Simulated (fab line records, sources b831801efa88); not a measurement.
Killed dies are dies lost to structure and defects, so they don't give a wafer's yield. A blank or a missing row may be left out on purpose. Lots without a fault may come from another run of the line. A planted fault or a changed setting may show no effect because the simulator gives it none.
Tool commonality check | flow sky130 | 15 lots, 45 wafers sampled

WHY IT WAS OPENED
At SKY_LDD_HVP_TW_MEAS_10 the reading LDD_HVP_TW is flagged on 3 of 15 lots. Wafers without a fault read 452.9, standard deviation 2.6.
Rule: a lot is flagged when every wafer of it that has a number lies more than 4 standard deviations from that mean, or none has a number. The other lots count as sound.

lot  | measured     | on            | LDD_HVP_TW, wafer by wafer | flag
L421 | day 20 21:17 | film_metro-03 | 450.7 449.9 449.5          |
L422 | day 21 10:29 | film_metro-04 | 453.7 452.7 453.7          |
L423 | day 21 16:24 | film_metro-03 | 452.3 450.5 450.8          |
L424 | day 21 23:38 | film_metro-03 | 453.1 453.5 452.6          |
L426 | day 22 23:35 | film_metro-01 | 459.6 459.1 457.3          |
L432 | day 25 09:49 | film_metro-03 | 29.6 29.7 29.6             | FLAGGED
L433 | day 25 16:01 | film_metro-04 | 29.8 29.9 30.0             | FLAGGED
L434 | day 26 18:10 | film_metro-04 | 30.1 30.0 30.1             | FLAGGED
L436 | day 28 00:14 | film_metro-03 | 450.1 453.4 453.9          |
L435 | day 28 00:26 | film_metro-01 | 453.9 455.2 453.8          |
L437 | day 28 16:14 | film_metro-03 | 450.6 452.3 456.6          |
L439 | day 29 02:11 | film_metro-01 | 453.3 452.1 455.4          |
L440 | day 29 06:55 | film_metro-03 | 449.3 451.8 448.2          |
L444 | day 30 05:13 | film_metro-03 | 449.2 449.7 450.7          |
L443 | day 30 10:20 | film_metro-03 | 448.8 452.8 452.8          |
The numbers of the flagged lots are 29.9 on average: -423.0 against the usual, or -99 or more standard deviations.

WHICH TOOL RAN EACH LOT
The record holds 2 process steps before the reading, out of a route of 708 steps. In each cell: the tool, then ch and the chambers that the sampled wafers went through, then the start.
lot  | flag    | SKY_LDD_HVP_IMPLANT_08          | SKY_LDD_HVP_STRIP_09
L421 |         | implanter-02 ch 0, day 20 21:02 | plasma_asher-04 ch 0,1, day 20 21:10
L422 |         | implanter-04 ch 0, day 21 10:15 | plasma_asher-03 ch 0,1, day 21 10:23
L423 |         | implanter-02 ch 0, day 21 16:11 | plasma_asher-03 ch 0,1, day 21 16:19
L424 |         | implanter-01 ch 0, day 21 23:14 | plasma_asher-04 ch 0,1, day 21 23:32
L426 |         | implanter-02 ch 0, day 22 23:20 | plasma_asher-04 ch 0,1, day 22 23:28
L432 | FLAGGED | implanter-04, day 25 09:34      | plasma_asher-04 ch 0,1, day 25 09:43
L433 | FLAGGED | implanter-01, day 25 15:46      | plasma_asher-02 ch 0,1, day 25 15:55
L434 | FLAGGED | implanter-04, day 26 17:55      | plasma_asher-04 ch 0,1, day 26 18:04
L436 |         | implanter-01 ch 0, day 27 23:59 | plasma_asher-03 ch 0,1, day 28 00:07
L435 |         | implanter-02 ch 0, day 28 00:13 | plasma_asher-04 ch 0,1, day 28 00:21
L437 |         | implanter-01 ch 0, day 28 15:59 | plasma_asher-04 ch 0,1, day 28 16:08
L439 |         | implanter-04 ch 0, day 29 01:56 | plasma_asher-03 ch 0,1, day 29 02:04
L440 |         | implanter-02 ch 0, day 29 06:40 | plasma_asher-03 ch 0,1, day 29 06:49
L444 |         | implanter-02 ch 0, day 30 04:58 | plasma_asher-02 ch 0,1, day 30 05:07
L443 |         | implanter-01 ch 0, day 30 10:07 | plasma_asher-02 ch 0,1, day 30 10:15
What these steps do:
- SKY_LDD_HVP_IMPLANT_08
- SKY_LDD_HVP_STRIP_09: strips in O2/N2.
- SKY_LDD_HVP_TW_MEAS_10

FLAGGED OVER TOTAL, TOOL BY TOOL (the gauges that took the reading come last)
step                   | tool            | lots run | flagged | share of the flagged lots | sound lots run after its first flagged lot
SKY_LDD_HVP_IMPLANT_08 | implanter-01    | 5        | 1       | some                      | 3 (L436,L437,L443)
SKY_LDD_HVP_IMPLANT_08 | implanter-02    | 6        | 0       | none                      | -
SKY_LDD_HVP_IMPLANT_08 | implanter-04    | 4        | 2       | some                      | 1 (L439)
SKY_LDD_HVP_STRIP_09   | plasma_asher-02 | 3        | 1       | some                      | 2 (L444,L443)
SKY_LDD_HVP_STRIP_09   | plasma_asher-03 | 5        | 0       | none                      | -
SKY_LDD_HVP_STRIP_09   | plasma_asher-04 | 7        | 2       | some                      | 2 (L435,L437)
SKY_LDD_HVP_TW_MEAS_10 | film_metro-01   | 3        | 0       | none                      | -
SKY_LDD_HVP_TW_MEAS_10 | film_metro-03   | 9        | 1       | some                      | 5 (L436,L437,L440,L444,L443)
SKY_LDD_HVP_TW_MEAS_10 | film_metro-04   | 3        | 2       | some                      | 0

WHAT THE TABLE ALLOWS
No row of the table ran every flagged lot.

WHAT THE SIMULATOR HAD PUT IN
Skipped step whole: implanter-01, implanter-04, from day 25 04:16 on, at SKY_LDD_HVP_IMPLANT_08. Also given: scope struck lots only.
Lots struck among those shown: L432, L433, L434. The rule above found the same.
